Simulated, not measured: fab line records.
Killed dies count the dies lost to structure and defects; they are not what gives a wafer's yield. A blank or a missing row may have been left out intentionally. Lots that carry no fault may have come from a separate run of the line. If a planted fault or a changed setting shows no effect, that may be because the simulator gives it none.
Struck lot and sound lot, side by side :: flow sky130 :: 22 out of 708 route steps
Sound: wafers L494.2, L494.3, L494.5. Wafers struck: L499.2, L499.4, L499.5. The cause comes at the end.
Per side, at each step with rows, come the tool, then ch with its chambers, and then its first start. Under that, the readings that differ: sound wafers :: struck wafers :: difference of the means :: sigmas: that difference in standard deviations of wafers without a fault.
alike: same words and numbers on both sides, and readings whose means sit less than 2 such deviations apart. not compared: any withheld reading, any reading some wafer has no value for, any bound like >300 that may hide the same value, and any number with overlapping values for which the record gives no deviation.
A row with sigmas, a row that says differs or no value, or rows on one side alone: a step with any of these is where the two part. Numbers that have no deviation but don't overlap get no sigmas and don't part them. A reading missing from all wafers of one side parts the sides only when that side holds two or more wafers.

first, 1 step without rows for these wafers: SKY_LOCAL_INTERCONNECT_CLEAN_18 (cleans in O3/DIW).
SKY_CONTACT_CVD_00: deposits Si3N4, target thk 75 nm.
  sound on pecvd-03 ch 0, day 32 02:13; struck on pecvd-03 ch 2, day 33 17:33
reading: heater_power_w (W)
sound: 524 532 528
struck: 821 834 829
difference: +300
sigmas: +2
SKY_CONTACT_THK_MEAS_01:
  sound on film_metro-04, day 32 02:17; struck on film_metro-01, day 33 17:37
  alike: CONTACT_CVD_00_THK
then, 1 step without rows for these wafers: SKY_CONTACT_HDPCVD_02 (deposits SiO2, target thk 565 nm, time 94.2 s).
SKY_CONTACT_THK_MEAS_03:
  sound on film_metro-04, day 32 02:25; struck on film_metro-01, day 33 17:44
  alike: CONTACT_HDPCVD_THK
SKY_CONTACT_CMP_04: polishes SiO2.
  sound on cmp-02 ch 0,1,3, day 32 02:48; struck on cmp-02 ch 0,1,2, day 33 17:47
  alike: motor_current_A, time_to_endpoint_s
SKY_CONTACT_BOW_MEAS_05:
  sound on film_metro-04, day 32 03:01; struck on film_metro-04, day 33 18:07
  alike: CONTACT_BOW
then, 4 steps without rows for these wafers: SKY_CONTACT_DEHYDRATE_06 (time 60 s); SKY_CONTACT_HMDS_07 (prime time 60 s); SKY_CONTACT_COAT_08 (resist thk 60 nm); SKY_CONTACT_COAT_09 (resist thk 450 nm).
SKY_CONTACT_SOFTBAKE_10: time 93.38 s.
  sound: litho_track-01 ch 0; struck: litho_track-04 ch 0
  alike: plate_sensor_t_centre_C, plate_sensor_t_edge_C, softbake_temp_c
SKY_CONTACT_EXPOSE_11: exposes mask CTM1, target cd 170 nm.
  sound on krf_scanner-02 ch 0, day 32 16:41; struck on krf_scanner-02 ch 0, day 34 08:01
reading: exposure_dose_mJ_cm2
sound: 38.04 38.01 37.96
struck: 34.76 34.85 34.83
difference: -3.19
sigmas: -80
  alike: mask
then, 2 steps without rows for these wafers: SKY_CONTACT_PEB_12; SKY_CONTACT_DEVELOP_13 (develop time 60 s).
SKY_CONTACT_CD_MEAS_14 targets a cd of 170 nm.
  sound on cd_sem-02, day 33 05:38; struck on cd_sem-02, day 34 20:43
reading: cd_nm (nm)
sound: 168.6 168.1 167.4
struck: 153.9 153.3 155.2
difference: -13.9
sigmas: -11
  not compared: hold
SKY_CONTACT_OVL_MEAS_15:
  sound on overlay-02, day 33 05:45; struck on overlay-01, day 34 23:11
reading: hold
sound: - - -
struck: await_dispo/2.4h/release await_dispo/2.4h/release await_dispo/2.4h/release
difference: no value on the sound wafers
sigmas: 
  alike: CONTACT_OVL
SKY_CONTACT_ETCH_16: etches BARC in N2/H2, stops on SiO2, time 45.9 s, target depth 60 nm.
  sound on rie_diel-01 ch 0,1,3, day 33 05:47; struck on rie_diel-03 ch 1,2,3, day 34 23:13
reading: model.CONTACT.cd_nm (nm)
sound: 169.4 168.1 167.1
struck: 154.3 153.1 155.1
difference: -14.0
sigmas: 
  alike: drypump_motor_current_A, oes_product_au, throttle_valve_pct
  not compared: rf_hours_counter_h
SKY_CONTACT_ETCH_17: etches SiO2 in C4F8/O2/Ar, stops on Si3N4, target depth 340 nm.
  sound on rie_diel-01 ch 0,1,3, day 33 05:49; struck on rie_diel-03 ch 1,2,3, day 34 23:16
  alike: oes_product_au
SKY_CONTACT_ETCH_18: etches Si3N4 in CHF3/O2, stops on TiN, time 39 s, target depth 75 nm.
  sound: rie_diel-01 ch 0,1,3; struck: rie_diel-03 ch 1,2,3
reading: model.CONTACT.cd_nm (nm)
sound: 169.3 168.3 167.4
struck: 154.2 152.9 155.3
difference: -14.2
sigmas: 
  alike: drypump_motor_current_A, oes_product_au, throttle_valve_pct
  not compared: rf_hours_counter_h
SKY_CONTACT_STRIP_19: strips in O2/N2.
  sound on plasma_asher-04 ch 0,1, day 33 05:55; struck on plasma_asher-04 ch 0,1, day 34 23:21
  alike: drypump_motor_current_A, oes_product_au, strip_time_to_endpoint_s
  not compared: rf_hours_counter_h
-- the record jumps here: 13 days lie between the struck wafers' starts before and after (it left off in module CONTACT and takes up again in module PAD_OPEN, whose first step shown is number 708 of the route) --
SKY_PAD_OPEN_PROBE_99:
  sound on prober-02, day 47 00:10; struck on prober-01, day 48 03:07
reading: model.etest.mcon_chain.rc_ohm
sound: 16.93 16.9 17.31
struck: 19.63 19.64 18.92
difference: +2.35
sigmas: 
  alike: killed_at_M0_to_M3, killed_at_M4_up, killed_at_contacts, killed_at_front_end, killed_at_other, killed_dies, killed_open, killed_short
  not compared: hold

WHERE THEY PART
First at SKY_CONTACT_CVD_00; last, within this record, at SKY_CONTACT_OVL_MEAS_15. Later steps at which nothing parts them and some readings are alike: SKY_CONTACT_ETCH_16, SKY_CONTACT_ETCH_17, SKY_CONTACT_ETCH_18, SKY_CONTACT_STRIP_19, SKY_PAD_OPEN_PROBE_99.

WHY: whatever the simulator had introduced
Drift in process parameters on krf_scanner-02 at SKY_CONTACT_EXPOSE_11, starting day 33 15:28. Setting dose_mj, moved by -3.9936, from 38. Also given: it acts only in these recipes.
